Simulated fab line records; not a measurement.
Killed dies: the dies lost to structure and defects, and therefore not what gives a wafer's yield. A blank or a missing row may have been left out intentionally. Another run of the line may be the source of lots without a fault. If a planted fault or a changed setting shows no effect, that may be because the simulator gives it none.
fab line records    flow sky130    part 1 of 2: steps 1 to 25 of 34
record: lots: 5  wafers: 15  last-day: 50
route steps=708 shown SD_N@358 SD_P@359 RES_XHIGH@360 SALICIDE@361 LI_CONTACT@362 LOCAL_INTERCONNECT@387
lots that met no fault: from a run of the same line without faults
start-h: hours from the record's opening day to when the first of the lot's shown wafers began    wait-h: hours from the lot's prior step to this one    " unchanged from the row above    L1.1+2: one row covering several wafers at once    - no value present, or no start provided    * or withheld: withheld    < > ~ a bound
route shown NAME@n: a module of which the file shows steps, and the number in the route of the first    usual: average and standard deviation across the fault-free wafers    same: alike in all rows    chamber/n: place in a boat    sites: readings site by site    _std_site: their standard deviation    _edge_site: outer sites' mean less inner sites'    radius-mm: for every site, how far away it sits from the centre of the wafer    mask NAME#n: copy n    behind: the last tool/chamber to shape the wafer    hold: why the lot was held/for how many hours/how that ended    device: the transistor (n, p or np) that didn't switch    end of line: at the end of the route, the tests of the same wafers    where a step has no rows: the recipe by itself    killed: at the first sort, the dies lost to defects and structure; wafer yield is something else    map: shows each die of a wafer: x if killed, . if not, _ if none is there
set.NAME: the setting as run; set.NAME@STEP: as run at that earlier step    model.NAME: the simulator's own value behind a step, which no gauge read
certain route steps with their lots: each step a table, each wafer a row
services: from which hour (start-h, from the record's first day; less than 0 if before it) a tool's chamber was out of use, for how many hours, and why
== steps ==
step: SKY_SD_N_RS_MEAS_16
recipe: thk-meas-gauge: four-point-probe
usual: SD_N_RS: 68.57/0.11
lot.wafer  tool           chamber  start-h  wait-h  SD_N_RS[ohm/sq]
L074.2     film-metro-04  -        649.90   0.1     68.67
L074.3     "              -        "        "       68.71
L074.4     "              -        "        "       68.60
L075.1     film-metro-04  -        651.48   0.1     68.63
L075.4     "              -        "        "       68.71
L075.6     "              -        "        "       68.46
L083.3     film-metro-02  -        730.87   0.1     68.70
L083.5     "              -        "        "       68.53
L083.6     "              -        "        "       68.49
L091.2     film-metro-01  -        795.85   0.1     68.46
L091.4     "              -        "        "       68.49
L091.5     "              -        "        "       68.52
L097.1     film-metro-02  -        827.83   0.1     68.69
L097.2     "              -        "        "       68.54
L097.4     "              -        "        "       68.65
step: SKY_SD_N_RS_MEAS_17
recipe: thk-meas-gauge: four-point-probe
usual: SD_P_RS: 147.1/0.39
lot.wafer  tool           chamber  start-h  wait-h  SD_P_RS[ohm/sq]
L074.2     film-metro-04  -        650.02   0.1     147.0
L074.3     "              -        "        "       147.7
L074.4     "              -        "        "       147.3
L075.1     film-metro-04  -        651.60   0.1     147.3
L075.4     "              -        "        "       147.4
L075.6     "              -        "        "       147.3
L083.3     film-metro-02  -        730.99   0.1     147.5
L083.5     "              -        "        "       147.4
L083.6     "              -        "        "       147.3
L091.2     film-metro-01  -        795.97   0.1     146.8
L091.4     "              -        "        "       147.2
L091.5     "              -        "        "       147.0
L097.1     film-metro-02  -        827.95   0.1     147.3
L097.2     "              -        "        "       147.2
L097.4     "              -        "        "       147.5
step: SKY_SD_N_RS_MEAS_18
recipe: thk-meas-gauge: four-point-probe
usual: RES_XHIGH_RS: 338.7/1.2
lot.wafer  tool           chamber  start-h  wait-h  RES_XHIGH_RS[ohm/sq]
L074.2     film-metro-04  -        650.14   0.1     339.8
L074.3     "              -        "        "       339.9
L074.4     "              -        "        "       339.4
L075.1     film-metro-04  -        651.72   0.1     336.7
L075.4     "              -        "        "       338.2
L075.6     "              -        "        "       338.0
L083.3     film-metro-02  -        731.11   0.1     337.2
L083.5     "              -        "        "       336.4
L083.6     "              -        "        "       337.8
L091.2     film-metro-01  -        796.09   0.1     338.4
L091.4     "              -        "        "       337.5
L091.5     "              -        "        "       336.5
L097.1     film-metro-02  -        828.07   0.1     338.3
L097.2     "              -        "        "       337.8
L097.4     "              -        "        "       337.8
step: SKY_SALICIDE_CLEAN_00
recipe: chemistry: HF-last  time-s: 30  dilution: 100:1  dry: ipa-marangoni
same: time-s: 30
lot.wafer   tool          chamber  start-h  wait-h
L074.2+3+4  wet-bench-04  3        650.24   0.1
L075.1+4+6  wet-bench-04  3        651.84   0.1
L083.3+5+6  wet-bench-01  3        731.19   0.1
L091.2+4+5  wet-bench-01  2        796.19   0.1
L097.1+2+4  wet-bench-04  2        828.19   0.1
step: SKY_LI_CONTACT_HDPCVD_00
recipe: material: PSG  target-thk-nm: 930  sigma-open-frac: 0.3  time-s: 155  temp-c: 600  sih4-flow-sccm: 60  pressure-mtorr: 6
same: time-s: 155
lot.wafer   tool       chamber  start-h  wait-h
L074.2+3+4  hdpcvd-01  0,2,0    650.25   0.0
L075.1+4+6  hdpcvd-02  2,2,0    651.86   0.0
L083.3+5+6  hdpcvd-01  2,1,2    731.20   0.0
L091.2+4+5  hdpcvd-02  2,2,1    796.21   0.0
L097.1+2+4  hdpcvd-02  1,2,2    828.21   0.0
step: SKY_LI_CONTACT_THK_MEAS_01
recipe: reads: PSG_of_LI_CONTACT_HDPCVD_00
usual: LI_CONTACT_HDPCVD_THK: 936/10
lot.wafer  tool           chamber  start-h  wait-h  LI_CONTACT_HDPCVD_THK[nm]
L074.2     film-metro-01  -        650.37   0.1     933
L074.3     "              -        "        "       923
L074.4     "              -        "        "       928
L075.1     film-metro-01  -        651.96   0.1     926
L075.4     "              -        "        "       936
L075.6     "              -        "        "       937
L083.3     film-metro-01  -        731.33   0.1     948
L083.5     "              -        "        "       949
L083.6     "              -        "        "       939
L091.2     film-metro-01  -        796.32   0.1     927
L091.4     "              -        "        "       916
L091.5     "              -        "        "       923
L097.1     film-metro-01  -        828.31   0.1     915
L097.2     "              -        "        "       910
L097.4     "              -        "        "       918
step: SKY_LI_CONTACT_CMP_02
recipe: material: PSG  down-force-psi: 4  platen-rpm: 60  pad-velocity-m-s: 0.94248
usual: motor-current-A: 12.7/0.86  time-to-endpoint-s: 33.1/2.9
lot.wafer  tool    chamber  start-h  wait-h  motor-current-A  time-to-endpoint-s
L074.4     cmp-01  1        650.42   0.0     12.7             34.6
L074.2     "       2        "        "       12.4             27.8
L074.3     "       0        "        "       12.7             31.8
L075.4     cmp-02  1        652.12   0.1     13.1             31.5
L075.1     "       2        "        "       12.9             31.4
L075.6     "       0        "        "       12.2             31.0
L083.3     cmp-02  0        731.37   0.0     11.6             37.8
L083.6     "       0        "        "       12.6             32.6
L083.5     "       1        "        "       13.3             30.9
L091.4     cmp-02  2        796.37   0.0     12.8             29.3
L091.2     "       0        "        "       12.2             31.9
L091.5     "       2        "        "       13.3             30.8
L097.1     cmp-01  2        828.37   0.1     12.6             26.7
L097.2     "       0        "        "       12.6             30.1
L097.4     "       1        "        "       13.3             36.1
step: SKY_LI_CONTACT_BOW_MEAS_03
recipe: mode: bow
usual: LI_CONTACT_BOW: 55/7.3
lot.wafer  tool           chamber  start-h  wait-h  LI_CONTACT_BOW[um]
L074.2     film-metro-02  -        650.74   0.2     58
L074.3     "              -        "        "       59
L074.4     "              -        "        "       47
L075.1     film-metro-04  -        652.32   0.1     49
L075.4     "              -        "        "       62
L075.6     "              -        "        "       54
L083.3     film-metro-01  -        731.71   0.3     63
L083.5     "              -        "        "       69
L083.6     "              -        "        "       63
L091.2     film-metro-02  -        796.69   0.2     62
L091.4     "              -        "        "       60
L091.5     "              -        "        "       52
L097.1     film-metro-02  -        828.67   0.2     59
L097.2     "              -        "        "       38
L097.4     "              -        "        "       49
step: SKY_LI_CONTACT_DEHYDRATE_04
recipe: temp-c: 200  time-s: 60
usual: exhaust-pa: 45.1/1
same: time-s: 60
lot.wafer  tool            chamber  start-h  wait-h  exhaust-pa
L074.2     litho-track-03  0        664.80   14.0    44.2
L074.3     "               0        "        "       44.4
L074.4     "               0        "        "       44.4
L075.1     litho-track-04  0        665.79   13.4    46.2
L075.4     "               0        "        "       46.1
L075.6     "               0        "        "       45.7
L083.3     litho-track-02  0        744.99   13.3    44.0
L083.5     "               0        "        "       44.7
L083.6     "               0        "        "       43.1
L091.2     litho-track-04  0        809.51   12.8    45.6
L091.4     "               0        "        "       46.0
L091.5     "               0        "        "       47.0
L097.1     litho-track-04  0        841.44   12.7    42.1
L097.2     "               0        "        "       44.0
L097.4     "               0        "        "       44.6
step: SKY_LI_CONTACT_HMDS_05
recipe: prime-time-s: 60  prime-temp-c: 120
usual: exhaust-pa: 44.9/0.79
lot.wafer  tool            chamber  start-h  wait-h  exhaust-pa
L074.2     litho-track-03  0        664.95   0.1     44.1
L074.3     "               0        "        "       45.3
L074.4     "               0        "        "       45.2
L075.1     litho-track-04  0        665.94   0.1     44.4
L075.4     "               0        "        "       45.4
L075.6     "               0        "        "       45.7
L083.3     litho-track-02  0        745.14   0.1     45.4
L083.5     "               0        "        "       44.8
L083.6     "               0        "        "       44.9
L091.2     litho-track-04  0        809.66   0.1     45.2
L091.4     "               0        "        "       46.1
L091.5     "               0        "        "       45.2
L097.1     litho-track-04  0        841.59   0.1     44.7
L097.2     "               0        "        "       45.4
L097.4     "               0        "        "       45.1
step: SKY_LI_CONTACT_COAT_06
recipe: resist: BARC  temp-c: withheld  time-s: withheld  spin-rpm: 3054  resist-thk-nm: 60
usual: exhaust-pa: 45.0/0.74  spin-speed-rpm: 3054.0/2.2
lot.wafer  tool            chamber  start-h  wait-h  exhaust-pa  spin-speed-rpm
L074.2     litho-track-03  0        665.10   0.1     46.0        3058.9
L074.3     "               0        "        "       44.9        3057.2
L074.4     "               0        "        "       45.5        3056.1
L075.1     litho-track-04  0        666.09   0.1     45.1        3051.1
L075.4     "               0        "        "       43.9        3053.1
L075.6     "               0        "        "       45.3        3051.0
L083.3     litho-track-02  0        745.29   0.1     45.5        3053.5
L083.5     "               0        "        "       45.1        3055.5
L083.6     "               0        "        "       44.2        3057.2
L091.2     litho-track-04  0        809.81   0.1     43.4        3053.7
L091.4     "               0        "        "       44.0        3053.4
L091.5     "               0        "        "       44.9        3053.3
L097.1     litho-track-04  0        841.74   0.1     44.5        3052.6
L097.2     "               0        "        "       45.6        3052.7
L097.4     "               0        "        "       46.1        3052.7
step: SKY_LI_CONTACT_COAT_07
recipe: resist: KrF-thick  spin-rpm: 3000  resist-thk-nm: 450
usual: exhaust-pa: 45.0/0.9  spin-speed-rpm: 2999.8/1.9
lot.wafer  tool            chamber  start-h  wait-h  exhaust-pa  spin-speed-rpm
L074.2     litho-track-03  0        -        -       45.6        3000.1
L074.3     "               0        "        "       44.9        3000.2
L074.4     "               0        "        "       46.3        3002.3
L075.1     litho-track-04  0        -        -       43.4        3002.3
L075.4     "               0        "        "       44.2        2999.8
L075.6     "               0        "        "       44.9        2999.5
L083.3     litho-track-02  0        -        -       45.9        3001.1
L083.5     "               0        "        "       45.1        3001.7
L083.6     "               0        "        "       45.6        2998.3
L091.2     litho-track-04  0        -        -       46.1        2998.3
L091.4     "               0        "        "       45.2        3003.6
L091.5     "               0        "        "       45.6        2998.3
L097.1     litho-track-04  0        -        -       45.6        2997.3
L097.2     "               0        "        "       44.4        2998.3
L097.4     "               0        "        "       45.2        2999.1
step: SKY_LI_CONTACT_SOFTBAKE_08
recipe: temp-c: 100  time-s: 90  resist: KrF-thick
usual: exhaust-pa: 45.0/1
same: time-s: 90
lot.wafer  tool            chamber  start-h  wait-h  exhaust-pa
L074.2     litho-track-03  0        -        -       44.4
L074.3     "               0        "        "       45.1
L074.4     "               0        "        "       45.1
L075.1     litho-track-04  0        -        -       45.9
L075.4     "               0        "        "       46.4
L075.6     "               0        "        "       45.8
L083.3     litho-track-02  0        -        -       42.9
L083.5     "               0        "        "       45.1
L083.6     "               0        "        "       45.6
L091.2     litho-track-04  0        -        -       45.5
L091.4     "               0        "        "       44.9
L091.5     "               0        "        "       46.2
L097.1     litho-track-04  0        -        -       41.8
L097.2     "               0        "        "       44.1
L097.4     "               0        "        "       43.7
step: SKY_LI_CONTACT_EXPOSE_09
recipe: mask-id: LICM1  na: 0.8  source-shape: annular  sigma-inner: 0.55  sigma-outer: 0.85  target-cd-nm: 170  dose-mj: 38
same: sigma-outer: 0.85
lot.wafer   tool            chamber  start-h  wait-h  mask
L074.2+3+4  krf-scanner-01  0        -        -       LICM1#0
L075.1+4+6  krf-scanner-02  0        -        -       LICM1#0
L083.3+5+6  krf-scanner-02  0        -        -       LICM1#0
L091.2+4+5  krf-scanner-02  0        -        -       LICM1#0
L097.1+2+4  krf-scanner-01  0        -        -       LICM1#0
step: SKY_LI_CONTACT_PEB_10
recipe: peb-temp-c: withheld  peb-time-s: withheld  resist: KrF-thick
usual: exhaust-pa: 45.0/1
lot.wafer  tool            chamber  start-h  wait-h  exhaust-pa
L074.2     litho-track-03  0        -        -       43.2
L074.3     "               0        "        "       44.3
L074.4     "               0        "        "       44.4
L075.1     litho-track-04  0        -        -       45.4
L075.4     "               0        "        "       45.6
L075.6     "               0        "        "       45.4
L083.3     litho-track-03  0        -        -       45.0
L083.5     "               0        "        "       43.6
L083.6     "               0        "        "       44.0
L091.2     litho-track-03  0        -        -       44.3
L091.4     "               0        "        "       43.7
L091.5     "               0        "        "       43.2
L097.1     litho-track-04  0        -        -       46.0
L097.2     "               0        "        "       45.3
L097.4     "               0        "        "       45.0
step: SKY_LI_CONTACT_DEVELOP_11
recipe: develop-time-s: 60  resist: KrF-thick  dev-temp-c: 21
usual: exhaust-pa: 45.0/1
lot.wafer  tool            chamber  start-h  wait-h  exhaust-pa
L074.2     litho-track-03  0        -        -       44.6
L074.3     "               0        "        "       44.9
L074.4     "               0        "        "       45.0
L075.1     litho-track-04  0        -        -       45.8
L075.4     "               0        "        "       45.3
L075.6     "               0        "        "       44.8
L083.3     litho-track-03  0        -        -       45.2
L083.5     "               0        "        "       45.1
L083.6     "               0        "        "       45.0
L091.2     litho-track-03  0        -        -       45.1
L091.4     "               0        "        "       45.2
L091.5     "               0        "        "       45.8
L097.1     litho-track-04  0        -        -       44.1
L097.2     "               0        "        "       46.5
L097.4     "               0        "        "       45.9
step: SKY_LI_CONTACT_CD_MEAS_12
recipe: target-cd-nm: 170
usual: cd-nm: 170.0/1.8
lot.wafer  tool       chamber  start-h  wait-h  cd-nm
L074.2     cd-sem-02  -        679.30   -       166.9
L074.3     "          -        "        "       170.0
L074.4     "          -        "        "       168.6
L075.1     cd-sem-02  -        679.89   -       170.0
L075.4     "          -        "        "       170.1
L075.6     "          -        "        "       171.1
L083.3     cd-sem-01  -        759.12   -       169.8
L083.5     "          -        "        "       171.9
L083.6     "          -        "        "       168.6
L091.2     cd-sem-02  -        823.05   -       168.3
L091.4     "          -        "        "       168.5
L091.5     "          -        "        "       168.7
L097.1     cd-sem-02  -        855.04   -       169.7
L097.2     "          -        "        "       171.1
L097.4     "          -        "        "       169.7
step: SKY_LI_CONTACT_OVL_MEAS_13
usual: LI_CONTACT_OVL: -5/6.2
lot.wafer  tool        chamber  start-h  wait-h  LI_CONTACT_OVL[nm]
L074.2     overlay-01  -        679.40   0.1     -13
L074.3     "           -        "        "       -13
L074.4     "           -        "        "       -18
L075.1     overlay-02  -        680.01   0.1     3
L075.4     "           -        "        "       1
L075.6     "           -        "        "       3
L083.3     overlay-02  -        759.21   0.1     -2
L083.5     "           -        "        "       -1
L083.6     "           -        "        "       0
L091.2     overlay-02  -        823.15   0.1     -7
L091.4     "           -        "        "       -12
L091.5     "           -        "        "       -12
L097.1     overlay-01  -        855.16   0.1     -5
L097.2     "           -        "        "       -22
L097.4     "           -        "        "       -15
step: SKY_LI_CONTACT_ETCH_14
recipe: chemistry: N2/H2  target: BARC  ion-energy-ev: 200  source-w: 500  bias-w: 100  pressure-mtorr: 30  n2-flow-sccm: 100  h2-flow-sccm: 200  stop-on: SiO2  time-s: 45.9  target-depth-a: 600
usual: drypump-motor-current-A: 5.7/0.39  h2-flow-sccm: 200.0/0.53  oes-product-au: 0.850/0.0049  throttle-valve-pct: 13.223/0.0091
same: time-s: 45.9
lot.wafer  tool         chamber  start-h  wait-h  drypump-motor-current-A  h2-flow-sccm  oes-product-au  rf-hours-counter-h  throttle-valve-pct
L074.2     rie-diel-01  1        679.43   0.0     5.7                      200.9         0.845           37                  13.222
L074.3     "            0        "        "       6.3                      199.4         0.847           19                  13.226
L074.4     "            2        "        "       5.4                      199.5         0.852           9                   13.212
L075.1     rie-diel-03  0        680.04   0.0     5.9                      200.5         0.844           2                   13.220
L075.4     "            2        "        "       5.5                      200.2         0.841           38                  13.215
L075.6     "            0        "        "       5.9                      199.6         0.852           -                   13.228
L083.3     rie-diel-03  2        759.23   0.0     5.5                      200.4         0.844           41                  13.236
L083.5     "            1        "        "       5.8                      199.8         0.858           -                   13.218
L083.6     "            2        "        "       5.5                      200.2         0.848           -                   13.232
L091.2     rie-diel-02  0        823.18   0.0     6.0                      200.4         0.848           12                  13.226
L091.4     "            0        "        "       6.0                      200.3         0.848           -                   13.232
L091.5     "            2        "        "       5.4                      200.0         0.850           -                   13.226
L097.1     rie-diel-03  2        855.20   0.0     5.5                      200.8         0.850           2                   13.222
L097.2     "            3        "        "       5.5                      200.9         0.859           5                   13.227
L097.4     "            1        "        "       5.8                      200.3         0.847           21                  13.224
step: SKY_LI_CONTACT_ETCH_15
recipe: target: PSG  chemistry: C4F8/O2/Ar  stop-on: Si  taper-deg: 4.15  mask-material: KrF-thick  source-w: 1500  bias-w: 1200  pressure-mtorr: 40  c4f8-flow-sccm: withheld  O2_flow_sccm: 6  Ar_flow_sccm: 300  time-s: withheld  target-depth-a: 6000
usual: oes-product-au: 0.837/0.0046
lot.wafer  tool         chamber  start-h  wait-h  oes-product-au
L074.2     rie-diel-01  1        679.47   0.0     0.833
L074.3     "            0        "        "       0.838
L074.4     "            2        "        "       0.840
L075.1     rie-diel-03  0        680.09   0.0     0.836
L075.4     "            2        "        "       0.835
L075.6     "            0        "        "       0.837
L083.3     rie-diel-03  2        759.27   0.0     0.841
L083.5     "            1        "        "       0.840
L083.6     "            2        "        "       0.831
L091.2     rie-diel-02  0        823.22   0.0     0.844
L091.4     "            0        "        "       0.835
L091.5     "            2        "        "       0.832
L097.1     rie-diel-03  2        855.24   0.0     0.842
L097.2     "            3        "        "       0.841
L097.4     "            1        "        "       0.841
step: SKY_LI_CONTACT_STRIP_16
recipe: chemistry: O2/N2  power-w: 1400  pressure-mtorr: 1500  platen-temp-c: withheld  o2-flow-sccm: 3000  n2-flow-sccm: 300  overash-fraction: 0.5
usual: drypump-motor-current-A: 5.42/0.18  oes-product-au: 0.374/0.0047  strip-time-to-endpoint-s: 3.47/0.038
lot.wafer  tool             chamber  start-h  wait-h  drypump-motor-current-A  oes-product-au  rf-hours-counter-h  strip-time-to-endpoint-s
L074.2     plasma-asher-01  1        679.56   -       5.47                     0.375           56                  3.47
L074.3     "                0        "        "       5.45                     0.371           -                   3.44
L074.4     "                1        "        "       5.48                     0.378           -                   3.43
L075.1     plasma-asher-02  1        680.17   -       5.51                     0.369           89                  3.41
L075.4     "                0        "        "       5.65                     0.372           -                   3.49
L075.6     "                0        "        "       5.61                     0.373           -                   3.43
L083.3     plasma-asher-04  0        759.39   -       5.30                     0.372           -                   3.52
L083.5     "                0        "        "       5.29                     0.380           -                   3.52
L083.6     "                1        "        "       5.00                     0.371           -                   3.51
L091.2     plasma-asher-01  1        823.31   -       5.47                     0.366           71                  3.48
L091.4     "                0        "        "       5.45                     0.379           -                   3.48
L091.5     "                0        "        "       5.45                     0.380           -                   3.48
L097.1     plasma-asher-01  1        855.32   -       5.48                     0.369           75                  3.44
L097.2     "                0        "        "       5.44                     0.375           75                  3.52
L097.4     "                0        "        "       5.46                     0.379           -                   3.58
step: SKY_LI_CONTACT_CLEAN_17
recipe: chemistry: NMP  time-s: 600  temp-c: 60  dry: n2-spin
usual: bath-heat-duty-pct: 10.6/1.4
same: time-s: 600
lot.wafer  tool          chamber  start-h  wait-h  bath-heat-duty-pct
L074.2     wet-bench-01  1        679.66   0.1     7.0
L074.3     "             1        "        "       6.5
L074.4     "             1        "        "       8.0
L075.1     wet-bench-04  0        680.27   0.1     10.4
L075.4     "             0        "        "       10.5
L075.6     "             0        "        "       9.9
L083.3     wet-bench-01  3        759.46   0.0     11.8
L083.5     "             3        "        "       10.6
L083.6     "             3        "        "       10.1
L091.2     wet-bench-01  2        823.41   0.1     10.8
L091.4     "             2        "        "       12.0
L091.5     "             2        "        "       11.4
L097.1     wet-bench-04  1        855.42   0.1     10.2
L097.2     "             1        "        "       10.0
L097.4     "             1        "        "       10.1
step: SKY_LI_CONTACT_PRE_CLEAN_18
recipe: gas: Ar  time-s: 5.6  bias-v: 358
same: time-s: 5.6
lot.wafer   tool            chamber  start-h  wait-h
L074.2+3+4  pvd-sputter-03  -        679.83   0.0
L075.1+4+6  pvd-sputter-04  -        680.62   0.0
L083.3+5+6  pvd-sputter-03  -        759.67   0.0
L091.2+4+5  pvd-sputter-02  -        823.58   0.0
L097.1+2+4  pvd-sputter-03  -        855.63   0.0
step: SKY_LI_CONTACT_SPUTTER_19
recipe: material: Ti  target-thk-nm: 20  chamber-pressure-pa: 5  power-w: 2500  substrate-temp-c: 200  time-s: 106.37
usual: cathode-dc-power-W: 2500.0/0.49  throttle-valve-pct: 29.8/1.2
same: time-s: 106.37
lot.wafer  tool            chamber  start-h  wait-h  cathode-dc-power-W  throttle-valve-pct
L074.2     pvd-sputter-03  -        679.85   0.0     2500.1              30.4
L074.3     "               -        "        "       2501.1              29.7
L074.4     "               -        "        "       2499.8              30.9
L075.1     pvd-sputter-04  -        680.64   0.0     2500.0              31.2
L075.4     "               -        "        "       2499.8              28.5
L075.6     "               -        "        "       2500.0              31.1
L083.3     pvd-sputter-03  -        759.69   0.0     2501.4              31.1
L083.5     "               -        "        "       2500.1              30.5
L083.6     "               -        "        "       2500.7              28.9
L091.2     pvd-sputter-02  -        823.60   0.0     2499.8              32.0
L091.4     "               -        "        "       2500.3              28.5
L091.5     "               -        "        "       2500.0              28.6
L097.1     pvd-sputter-03  -        855.65   0.0     2498.7              30.9
L097.2     "               -        "        "       2500.7              30.4
L097.4     "               -        "        "       2499.4              28.9
step: SKY_LI_CONTACT_SPUTTER_20
recipe: material: TiN  target-thk-nm: 20  chamber-pressure-pa: 5  power-w: 4000  time-s: 80
usual: cathode-dc-power-W: 3999.9/0.72  throttle-valve-pct: 29.9/1.2
same: time-s: 80
lot.wafer  tool            chamber  start-h  wait-h  cathode-dc-power-W  throttle-valve-pct
L074.2     pvd-sputter-03  -        679.93   0.0     3999.8              30.3
L074.3     "               -        "        "       4000.6              29.5
L074.4     "               -        "        "       3999.1              31.3
L075.1     pvd-sputter-04  -        680.72   0.0     3999.6              31.0
L075.4     "               -        "        "       3998.7              29.0
L075.6     "               -        "        "       3999.3              30.8
L083.3     pvd-sputter-03  -        759.76   0.0     3999.2              31.2
L083.5     "               -        "        "       3999.5              30.4
L083.6     "               -        "        "       3999.4              29.2
L091.2     pvd-sputter-02  -        823.68   0.0     4000.1              32.2
L091.4     "               -        "        "       3999.7              28.8
L091.5     "               -        "        "       4000.4              28.9
L097.1     pvd-sputter-03  -        855.73   0.0     3999.0              31.3
L097.2     "               -        "        "       3999.4              30.4
L097.4     "               -        "        "       4000.4              29.0
